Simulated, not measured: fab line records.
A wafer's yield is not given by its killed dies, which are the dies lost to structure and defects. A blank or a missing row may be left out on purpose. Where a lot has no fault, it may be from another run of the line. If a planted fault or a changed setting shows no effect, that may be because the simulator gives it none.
Problem report in the 8D (eight disciplines) form, filled by code / flow sky130 / the parts of the form that need people (team, actions taken, sign-off) are left out

1. WHAT IS WRONG
Mean PASSIVATION_CVD_02_THK at SKY_PASSIVATION_THK_MEAS_03: 626 nm over 4 wafers in 2 lots; fault-free wafers: 541 nm, standard deviation 8.1. Relative to the usual mean, that is a shift of +10 standard deviations.
Earliest sighting: wafer L305.3 on film-metro-03 at day 48 06:42. At this step, 18 wafers from 6 lots have a number in the record. Rule for "out", or "out of limits": more than 4 standard deviations from the usual mean. The other wafers with a number count as sound.

2. WHAT IT IS; WHAT IT IS NOT
question=which readings at this step | is=PASSIVATION_CVD_02_THK | is not=-
question=which lots | is=L305, L308 | is not=L289, L294, L299, L309
question=which wafers of those lots | is=L305.3, L305.4, L308.3, L308.4 | is not=L305.1, L308.1
question=read on which gauges | is=film-metro-01, film-metro-03 | is not=film-metro-04
question=when | is=from day 48 06:42 | is not=up to then (10 sound wafers); but 4 sound wafers of L308, L309 came after

3. SUSPECTS, AND WHAT RULES EACH OUT
Counting: if a tool at a process step up to the reading ran every lot that is out, it stays a suspect. Sound lots after the first of them don't rule it out here, since some wafers of a struck lot are sound.
- the gauge at SKY_PASSIVATION_THK_MEAS_03 is ruled out. 2 gauges (film-metro-01, film-metro-03) read the wafers that are out.
- pecvd-04 at SKY_PASSIVATION_CVD_02 (deposits Si3N4, target thk 540 nm): kept. It processed each lot that is out (first: L305, day 48 06:28); up to then, its last sound lot is L299 (day 46 18:21).
Left after counting: pecvd-04 at SKY_PASSIVATION_CVD_02.

4. THE CAUSE (what the simulator had put in)
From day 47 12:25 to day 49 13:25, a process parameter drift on pecvd-04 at SKY_PASSIVATION_CVD_02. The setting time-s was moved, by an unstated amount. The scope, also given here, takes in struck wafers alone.
After counting, this tool was the only one left.

5. THE CHAIN OF EFFECTS, in route order
Rows list readings where the struck wafers' mean (over those with a number) sits beyond 3 standard deviations from the usual. Scope: only readings with a usual standard deviation given in the record; hours: median across lots of the time from each lot's start at the first step in this table that gives one to its start at this step; sigmas: change in usual standard deviations.
hours=0; step=SKY_PASSIVATION_THK_MEAS_03; reading=PASSIVATION_CVD_02_THK; usual=541 nm; on struck wafers=626; change=+85; sigmas=+10

6. WHAT WOULD HAVE CAUGHT IT SOONER
18 hours passed between the start of the fault at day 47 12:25 and the first reading out of limits at a measuring or inspecting step in this record, taken at day 48 06:42.
Tool readings at SKY_PASSIVATION_CVD_02 with a usual standard deviation given in the record: none out on any struck wafer, hence no alarm at a limit of 4 standard deviations on them.
L308, from the lots that are out (2), started SKY_PASSIVATION_CVD_02 on pecvd-04 later than day 48 06:42. Putting the tool on hold at that point would have spared it.
